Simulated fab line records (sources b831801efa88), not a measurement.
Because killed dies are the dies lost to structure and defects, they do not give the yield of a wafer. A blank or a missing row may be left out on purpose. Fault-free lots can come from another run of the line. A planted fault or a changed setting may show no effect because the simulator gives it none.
Problem report, 8D (eight disciplines) form, completed by code	flow gf180mcu	the parts of the form that need people (team, actions taken, sign-off) are left out

1. WHAT IS WRONG
Mean of n2 flow sccm at GF_V5_STRIP_18: 238.8 sccm across 3 wafers in 2 lots; on wafers with no fault it is 300.0 sccm (standard deviation 0.96). That is -64 standard deviations from the usual mean.
The step: strips in O2/N2.
Seen first at day 32 12:22 on plasma asher-03, wafer L317.1. The record has a number at this step for 42 wafers belonging to 14 lots. Rule for "out", or "out of limits": more than 4 standard deviations from the usual mean. All remaining wafers that have a number are taken as sound.

2. WHAT IT IS, WHAT IT ISN'T
question	is	is not
which readings at this step	n2 flow sccm	drypump motor current A, heater power w, oes product au
which lots	L317, L318	L298, L299, L301, L302, L303, L304, L305, L306, L308, L311, L319, L321
which wafers of those lots	L317.1, L318.2, L318.6	L317.4, L317.5, L318.1
read on which tools	plasma asher-03	plasma asher-02, plasma asher-04
when	from day 32 12:22	up to then (32 sound wafers); but 7 sound wafers of L318, L319, L321 came after

3. THE SUSPECTS, EACH WITH WHAT RULES IT OUT
Counting: if a tool at a process step up to the reading ran every lot that is out, it stays a suspect. Sound lots after the first of them don't rule it out here, since some wafers of a struck lot are sound.
- plasma asher-03 at GF_V5_STRIP_18 (strips in O2/N2): kept. Every lot that is out went through it, the first being L317 (day 32 12:22); the last sound lot it ran before that was L306 (day 29 17:19). On those wafers its own readings are out: n2 flow sccm.
- Within plasma asher-03 at GF_V5_STRIP_18, the wafers that are out were processed in chamber 1 and their sound lot-mates in chamber 0.
Left after counting: plasma asher-03 at GF_V5_STRIP_18.

4. THE CAUSE (what the simulator had put in)
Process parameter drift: plasma asher-03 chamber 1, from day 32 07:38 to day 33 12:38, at GF_V5_STRIP_18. The setting n2 flow sccm was moved by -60, starting from 300. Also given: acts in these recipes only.
Counting left only this tool.

5. THE CHAIN OF EFFECTS, in route order
Each row: a reading whose mean over the struck wafers that have a number lies more than 3 standard deviations from the usual. Only readings for which the record gives a usual standard deviation are gone through. hours: the time from each lot's start at the first step in this table that gives one to its start at this step, as a median over the lots. sigmas: the change in usual standard deviations.
hours	step	reading	usual	on struck wafers	change	sigmas
0	GF_V5_STRIP_18	n2 flow sccm	300.0 sccm	238.8	-61.2	-64
Here are the process steps it includes:
- GF_V5_STRIP_18: strips in O2/N2.
Later measuring or inspecting steps at which every struck wafer that the step has a row for has a number for every such reading, and none has moved that far: GF_TOP_METAL_RS_MEAS_05.

6. WHAT WOULD HAVE CAUGHT IT SOONER
In this record no reading fell out of limits until day 32 12:22, 5 hours after the fault had begun at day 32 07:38.
